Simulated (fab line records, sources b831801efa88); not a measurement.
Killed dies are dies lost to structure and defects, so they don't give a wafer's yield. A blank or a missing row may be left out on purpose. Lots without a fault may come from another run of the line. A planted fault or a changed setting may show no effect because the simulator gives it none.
Which tool did it? | flow gf180mcu | 14 lots, 40 wafers sampled, at 4 steps of a route of 602

WHAT THE GAUGES READ, wafer by wafer
GF_HV_LDD_TW_MEAS_38. Usual: HV_LDD_3_TW 1427, standard deviation 11.
lot  | measured     | on            | HV_LDD_3_TW    | flag
L567 | day 11 12:11 | film_metro-03 | 1426 1417 1422 |
L568 | day 11 19:08 | film_metro-01 | 1436 1427 1427 |
L570 | day 12 18:49 | film_metro-03 | 1425 1431 1433 |
L571 | day 13 01:55 | film_metro-03 | 1421 1421 1414 |
L572 | day 13 09:19 | film_metro-04 | 1417 1419 1412 |
L574 | day 13 20:58 | film_metro-04 | 1416 1417 1415 |
L575 | day 14 06:37 | film_metro-04 | 1411 1420 1418 |
L576 | day 14 15:32 | film_metro-04 | 1419 1427 1429 |
L577 | day 14 23:11 | film_metro-03 | 1416 1409 1428 |
L578 | day 15 10:37 | film_metro-04 | 1419 1421 1420 |
L579 | day 15 20:40 | film_metro-03 | 1445 1453 1444 |
L580 | day 15 23:31 | film_metro-03 | 1447 1450 1449 |
L588 | day 18 16:22 | film_metro-01 | 1430 1426      |
L590 | day 19 02:35 | film_metro-01 | 1444 1430      |

GF_NSD_CD_MEAS_07: target cd 400 nm. Usual: cd_nm 400.2 nm, standard deviation 2.
lot  | measured     | on        | cd_nm (nm)        | flag
L567 | day 13 06:22 | cd_sem-02 | 399.0 398.2 400.0 |
L568 | day 13 13:03 | cd_sem-01 | 399.1 398.0 398.8 |
L570 | day 14 14:34 | cd_sem-01 | 403.1 402.1 403.1 |
L571 | day 14 21:52 | cd_sem-01 | 400.9 399.5 402.4 |
L572 | day 15 06:21 | cd_sem-01 | 397.8 398.0 398.8 |
L574 | day 15 18:38 | cd_sem-01 | 398.9 402.8 399.8 |
L575 | day 16 04:41 | cd_sem-02 | 401.3 401.2 398.9 |
L576 | day 16 13:31 | cd_sem-02 | 401.1 404.3 402.8 |
L577 | day 16 22:06 | cd_sem-02 | 398.9 398.7 400.8 |
L578 | day 17 10:58 | cd_sem-01 | 403.0 402.2 402.4 |
L579 | day 17 21:16 | cd_sem-01 | 401.5 399.1 399.0 |
L580 | day 18 00:25 | cd_sem-01 | 401.1 402.9 402.1 |
L588 | day 20 19:49 | cd_sem-02 | 305.5 306.6       | OFF
L590 | day 21 05:37 | cd_sem-02 | 306.4 304.7       | OFF

WHICH TOOL RAN EACH LOT (tool, then ch and the chambers of the sampled wafers, then the start)
lot  | GF_HV_LDD_STRIP_37                   | GF_NSD_DEVELOP_06
L567 | plasma_asher-04 ch 0,1, day 11 12:06 | litho_track-03 ch 0, day 13 06:14
L568 | plasma_asher-03 ch 0,1, day 11 19:03 | litho_track-01 ch 0, day 13 12:55
L570 | plasma_asher-03 ch 0,1, day 12 18:43 | litho_track-03 ch 0, day 14 14:25
L571 | plasma_asher-04 ch 0,1, day 13 01:49 | litho_track-03 ch 0, day 14 21:43
L572 | plasma_asher-03 ch 0,1, day 13 09:13 | litho_track-02 ch 0, day 15 06:12
L574 | plasma_asher-02 ch 0,1, day 13 20:52 | litho_track-01 ch 0, day 15 18:29
L575 | plasma_asher-03 ch 1, day 14 06:31   | litho_track-01 ch 0, day 16 04:32
L576 | plasma_asher-04 ch 0,1, day 14 15:26 | litho_track-03 ch 0, day 16 13:22
L577 | plasma_asher-02 ch 0,1, day 14 23:05 | litho_track-01 ch 0, day 16 21:58
L578 | plasma_asher-03 ch 0,1, day 15 10:31 | litho_track-01 ch 0, day 17 10:49
L579 | plasma_asher-04 ch 0,1, day 15 20:34 | litho_track-03 ch 0, day 17 21:07
L580 | plasma_asher-02 ch 0,1, day 15 23:25 | litho_track-01 ch 0, day 18 00:16
L588 | plasma_asher-03 ch 0,1, day 18 16:16 | litho_track-03 ch 0, day 20 19:40
L590 | plasma_asher-02 ch 0,1, day 19 02:29 | litho_track-03 ch 0, day 21 05:28
- GF_HV_LDD_STRIP_37: strips in O2/N2.
- GF_NSD_DEVELOP_06: develop time 60 s.

WHAT THE TOOLS THEMSELVES READ (means of the sampled wafers that have a number; where no wafer has one, the mark that the record gives instead)
GF_HV_LDD_STRIP_37. Usual: drypump_motor_current_A 5.8 A, standard deviation 0.67; heater_power_w 337 W, standard deviation 19; oes_product_au 0.716 a.u., standard deviation 0.0044; strip_time_to_endpoint_s 12.63 s, standard deviation 0.034.
lot  | tool            | drypump_motor_current_A (A) | heater_power_w (W) | oes_product_au (a.u.) | strip_time_to_endpoint_s (s) | flag
L567 | plasma_asher-04 | 5.4                         | 308                | 0.714                 | 12.57                        |
L568 | plasma_asher-03 | 6.2                         | 352                | 0.717                 | 12.66                        |
L570 | plasma_asher-03 | 5.9                         | 343                | 0.720                 | 12.64                        |
L571 | plasma_asher-04 | 5.4                         | 306                | 0.718                 | 12.63                        |
L572 | plasma_asher-03 | 6.2                         | 355                | 0.716                 | 12.62                        |
L574 | plasma_asher-02 | 6.2                         | 338                | 0.716                 | 12.58                        |
L575 | plasma_asher-03 | 6.4                         | 360                | 0.719                 | 12.60                        |
L576 | plasma_asher-04 | 5.1                         | 315                | 0.715                 | 12.64                        |
L577 | plasma_asher-02 | 6.2                         | 337                | 0.717                 | 12.70                        |
L578 | plasma_asher-03 | 5.9                         | 343                | 0.718                 | 12.59                        |
L579 | plasma_asher-04 | 5.4                         | 313                | 0.718                 | 12.60                        |
L580 | plasma_asher-02 | 6.2                         | 335                | 0.717                 | 12.60                        |
L588 | plasma_asher-03 | 6.1                         | 348                | 0.718                 | 12.57                        |
L590 | plasma_asher-02 | 6.0                         | 342                | 0.718                 | 12.64                        |

THE ANSWER, worked out from the rows above alone
Rule: a lot is off if the mean of its wafers that have a number lies more than 3 standard deviations from the usual mean. A lot without any number at a reading at which 4 lots or more have one is off too. The other lots that the step has rows for count as sound. The gauges are gone through in route order, then the tools' own readings, and for those a lot's mean is taken as printed above. The first step at which some lot is off is used, and at that step the reading that is off furthest; a lot without a number counts as furthest.
Off: L588, L590, at GF_NSD_CD_MEAS_07 (cd_nm).
A tool fits if, at a process step before that reading, it ran every lot that is off, and no sound lot after the first of them. The gauges at GF_NSD_CD_MEAS_07 are tried like those tools. Can't be told from this: 2 tools fit, litho_track-03 at GF_NSD_DEVELOP_06, cd_sem-02 at GF_NSD_CD_MEAS_07.

WHAT THE SIMULATOR HAD PUT IN
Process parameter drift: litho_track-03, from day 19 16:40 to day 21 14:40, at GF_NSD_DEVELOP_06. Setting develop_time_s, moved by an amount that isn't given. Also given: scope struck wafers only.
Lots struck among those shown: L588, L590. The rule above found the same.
